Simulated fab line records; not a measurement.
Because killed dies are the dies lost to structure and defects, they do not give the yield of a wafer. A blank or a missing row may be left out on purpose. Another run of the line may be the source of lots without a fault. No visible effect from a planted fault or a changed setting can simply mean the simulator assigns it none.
Which of the tools did it? / flow sky130 / 13 lots with 39 wafers sampled at 4 steps, on a route of 708 steps

== WHAT EACH GAUGE READ, for each wafer ==
SKY_METAL5_THK_MEAS_06: measures by xrf.
lot=L260; measured=day 43 10:43; on=film_metro-04; METAL5_ALCU_THK (nm)=1175 1156 1162
lot=L261; measured=day 43 14:25; on=film_metro-02; METAL5_ALCU_THK (nm)=1179 1151 1173
lot=L262; measured=day 44 03:21; on=film_metro-03; METAL5_ALCU_THK (nm)=1143 1148 1154
lot=L263; measured=day 44 05:00; on=film_metro-02; METAL5_ALCU_THK (nm)=1156 1139 1158
lot=L265; measured=day 44 21:47; on=film_metro-02; METAL5_ALCU_THK (nm)=1164 1163 1172
lot=L266; measured=day 45 05:18; on=film_metro-04; METAL5_ALCU_THK (nm)=1156 1148 1167
lot=L267; measured=day 45 06:35; on=film_metro-03; METAL5_ALCU_THK (nm)=1143 1139 1163
lot=L268; measured=day 45 10:00; on=film_metro-04; METAL5_ALCU_THK (nm)=1144 1141 1149
lot=L269; measured=day 46 01:32; on=film_metro-04; METAL5_ALCU_THK (nm)=1152 1149 1144
lot=L270; measured=day 46 02:55; on=film_metro-02; METAL5_ALCU_THK (nm)=1161 1155 1144
lot=L278; measured=day 48 03:36; on=film_metro-03; METAL5_ALCU_THK (nm)=1146 1141 1141
lot=L279; measured=day 48 04:20; on=film_metro-02; METAL5_ALCU_THK (nm)=1169 1166 1166
lot=L281; measured=day 48 14:50; on=film_metro-03; METAL5_ALCU_THK (nm)=1177 1148 1157

SKY_PASSIVATION_THK_MEAS_01.
lot=L260; measured=day 44 10:03; on=film_metro-01; PASSIVATION_CVD_00_THK (nm)=88.6 92.7 89.2
lot=L261; measured=day 44 12:56; on=film_metro-03; PASSIVATION_CVD_00_THK (nm)=89.9 88.4 90.7
lot=L262; measured=day 45 01:54; on=film_metro-04; PASSIVATION_CVD_00_THK (nm)=90.1 92.6 90.0
lot=L263; measured=day 45 04:05; on=film_metro-03; PASSIVATION_CVD_00_THK (nm)=90.7 91.0 89.1
lot=L265; measured=day 45 20:22; on=film_metro-03; PASSIVATION_CVD_00_THK (nm)=90.2 88.3 89.8
lot=L266; measured=day 46 03:38; on=film_metro-04; PASSIVATION_CVD_00_THK (nm)=91.0 90.7 92.5
lot=L267; measured=day 46 04:59; on=film_metro-01; PASSIVATION_CVD_00_THK (nm)=88.5 87.3 91.9
lot=L268; measured=day 46 08:53; on=film_metro-01; PASSIVATION_CVD_00_THK (nm)=88.0 90.0 90.3
lot=L269; measured=day 46 22:05; on=film_metro-04; PASSIVATION_CVD_00_THK (nm)=89.6 88.4 89.4
lot=L270; measured=day 47 00:23; on=film_metro-04; PASSIVATION_CVD_00_THK (nm)=87.9 87.5 89.8
lot=L278; measured=day 48 23:19; on=film_metro-01; PASSIVATION_CVD_00_THK (nm)=90.3 89.5 91.8
lot=L279; measured=day 48 23:01; on=film_metro-01; PASSIVATION_CVD_00_THK (nm)=87.2 90.1 89.4
lot=L281; measured=day 49 09:48; on=film_metro-01; PASSIVATION_CVD_00_THK (nm)=89.1 90.7 89.7

== WHAT TOOL EACH LOT RAN ON (gives the tool, then ch and the chambers of the sampled wafers, and finally the start) ==
lot=L260; SKY_GATE_OXIDE_OXIDATION_16=furnace-02 ch 0, day 14 08:47; SKY_METAL5_DESCUM_14=rie_metal-02 ch 0,1, day 44 09:10
lot=L261; SKY_GATE_OXIDE_OXIDATION_16=furnace-02 ch 0, day 14 15:20; SKY_METAL5_DESCUM_14=rie_metal-04 ch 0,1, day 44 12:02
lot=L262; SKY_GATE_OXIDE_OXIDATION_16=furnace-01 ch 0, day 15 05:56; SKY_METAL5_DESCUM_14=rie_metal-02 ch 0,1, day 45 01:01
lot=L263; SKY_GATE_OXIDE_OXIDATION_16=furnace-02 ch 0, day 15 09:10; SKY_METAL5_DESCUM_14=rie_metal-03 ch 0,1, day 45 03:10
lot=L265; SKY_GATE_OXIDE_OXIDATION_16=furnace-02 ch 0, day 16 06:44; SKY_METAL5_DESCUM_14=rie_metal-03 ch 0,1, day 45 19:27
lot=L266; SKY_GATE_OXIDE_OXIDATION_16=furnace-01 ch 0, day 16 16:57; SKY_METAL5_DESCUM_14=rie_metal-04 ch 0,1, day 46 02:43
lot=L267; SKY_GATE_OXIDE_OXIDATION_16=furnace-02 ch 0, day 16 20:10; SKY_METAL5_DESCUM_14=rie_metal-04 ch 0,1, day 46 04:06
lot=L268; SKY_GATE_OXIDE_OXIDATION_16=furnace-01 ch 0, day 17 00:57; SKY_METAL5_DESCUM_14=rie_metal-03 ch 0,1, day 46 07:43
lot=L269; SKY_GATE_OXIDE_OXIDATION_16=furnace-01 ch 0, day 17 18:39; SKY_METAL5_DESCUM_14=rie_metal-02 ch 0,1, day 46 21:09
lot=L270; SKY_GATE_OXIDE_OXIDATION_16=furnace-02 ch 0, day 17 23:02; SKY_METAL5_DESCUM_14=rie_metal-03 ch 0, day 46 23:27
lot=L278; SKY_GATE_OXIDE_OXIDATION_16=furnace-02 ch 0, day 20 18:05; SKY_METAL5_DESCUM_14=rie_metal-02 ch 0,1, day 48 21:59
lot=L279; SKY_GATE_OXIDE_OXIDATION_16=furnace-02 ch 0, day 21 00:48; SKY_METAL5_DESCUM_14=rie_metal-03 ch 0,1, day 48 22:04
lot=L281; SKY_GATE_OXIDE_OXIDATION_16=furnace-01 ch 0, day 21 18:48; SKY_METAL5_DESCUM_14=rie_metal-04 ch 0,1, day 49 08:55
- SKY_GATE_OXIDE_OXIDATION_16: stabilise 600 s, purge 300 s, target thk 3.57 nm.
- SKY_METAL5_DESCUM_14: chemistry O2, time 11 s.

== AS READ BY THE TOOLS THEMSELVES (means over the sampled wafers that have a number; for cases with no such wafer, the mark the record gives instead) ==
SKY_GATE_OXIDE_OXIDATION_16.
lot=L260; tool=furnace-02; ramp_up_c_per_min=9.9984; spike_tc_lower_C (C)=800.4
lot=L261; tool=furnace-02; ramp_up_c_per_min=10.0010; spike_tc_lower_C (C)=799.8
lot=L262; tool=furnace-01; ramp_up_c_per_min=10.0020; spike_tc_lower_C (C)=801.5
lot=L263; tool=furnace-02; ramp_up_c_per_min=9.9989; spike_tc_lower_C (C)=799.9
lot=L265; tool=furnace-02; ramp_up_c_per_min=10.0000; spike_tc_lower_C (C)=800.8
lot=L266; tool=furnace-01; ramp_up_c_per_min=9.9998; spike_tc_lower_C (C)=801.7
lot=L267; tool=furnace-02; ramp_up_c_per_min=9.9987; spike_tc_lower_C (C)=800.9
lot=L268; tool=furnace-01; ramp_up_c_per_min=9.9986; spike_tc_lower_C (C)=801.7
lot=L269; tool=furnace-01; ramp_up_c_per_min=9.9988; spike_tc_lower_C (C)=801.7
lot=L270; tool=furnace-02; ramp_up_c_per_min=9.9996; spike_tc_lower_C (C)=800.6
lot=L278; tool=furnace-02; ramp_up_c_per_min=10.0009; spike_tc_lower_C (C)=800.2
lot=L279; tool=furnace-02; ramp_up_c_per_min=10.0023; spike_tc_lower_C (C)=800.3
lot=L281; tool=furnace-01; ramp_up_c_per_min=9.9993; spike_tc_lower_C (C)=801.9

SKY_METAL5_DESCUM_14.
lot=L260; tool=rie_metal-02; drypump_motor_current_A (A)=5.75; oes_product_au (a.u.)=0.991
lot=L261; tool=rie_metal-04; drypump_motor_current_A (A)=5.94; oes_product_au (a.u.)=1.024
lot=L262; tool=rie_metal-02; drypump_motor_current_A (A)=5.86; oes_product_au (a.u.)=0.996
lot=L263; tool=rie_metal-03; drypump_motor_current_A (A)=5.61; oes_product_au (a.u.)=0.989
lot=L265; tool=rie_metal-03; drypump_motor_current_A (A)=5.62; oes_product_au (a.u.)=0.994
lot=L266; tool=rie_metal-04; drypump_motor_current_A (A)=5.91; oes_product_au (a.u.)=1.021
lot=L267; tool=rie_metal-04; drypump_motor_current_A (A)=5.94; oes_product_au (a.u.)=1.015
lot=L268; tool=rie_metal-03; drypump_motor_current_A (A)=5.50; oes_product_au (a.u.)=1.000
lot=L269; tool=rie_metal-02; drypump_motor_current_A (A)=5.85; oes_product_au (a.u.)=0.990
lot=L270; tool=rie_metal-03; drypump_motor_current_A (A)=5.36; oes_product_au (a.u.)=1.006
lot=L278; tool=rie_metal-02; drypump_motor_current_A (A)=5.87; oes_product_au (a.u.)=0.988
lot=L279; tool=rie_metal-03; drypump_motor_current_A (A)=5.65; oes_product_au (a.u.)=0.994
lot=L281; tool=rie_metal-04; drypump_motor_current_A (A)=6.09; oes_product_au (a.u.)=1.014

== THE ANSWER, worked out from the rows above alone ==
Rule: what is usual is taken from the lots themselves. The widest of any qualifying gaps counts: lots, ordered by their means at a reading, are off when they make up no more than a third of the lots, leave a main group of 4 or more, and stand apart from it by 3 or more times the standard deviation of that group's means. Not used: any main group whose means are identical at the precision the tables above print for the reading. A lot without any number at a reading at which 4 lots or more have one is off too. All remaining lots with rows at the step are treated as sound. The gauges are gone through in route order, then the tools' own readings, and for those a lot's mean is taken as printed above. At the first step where some lot is off, the reading lying furthest off is the one used; lots without a number count as furthest.
None of the lots is off at any reading shown; this tells nothing.

== WHAT HAD BEEN PUT IN BY THE SIMULATOR ==
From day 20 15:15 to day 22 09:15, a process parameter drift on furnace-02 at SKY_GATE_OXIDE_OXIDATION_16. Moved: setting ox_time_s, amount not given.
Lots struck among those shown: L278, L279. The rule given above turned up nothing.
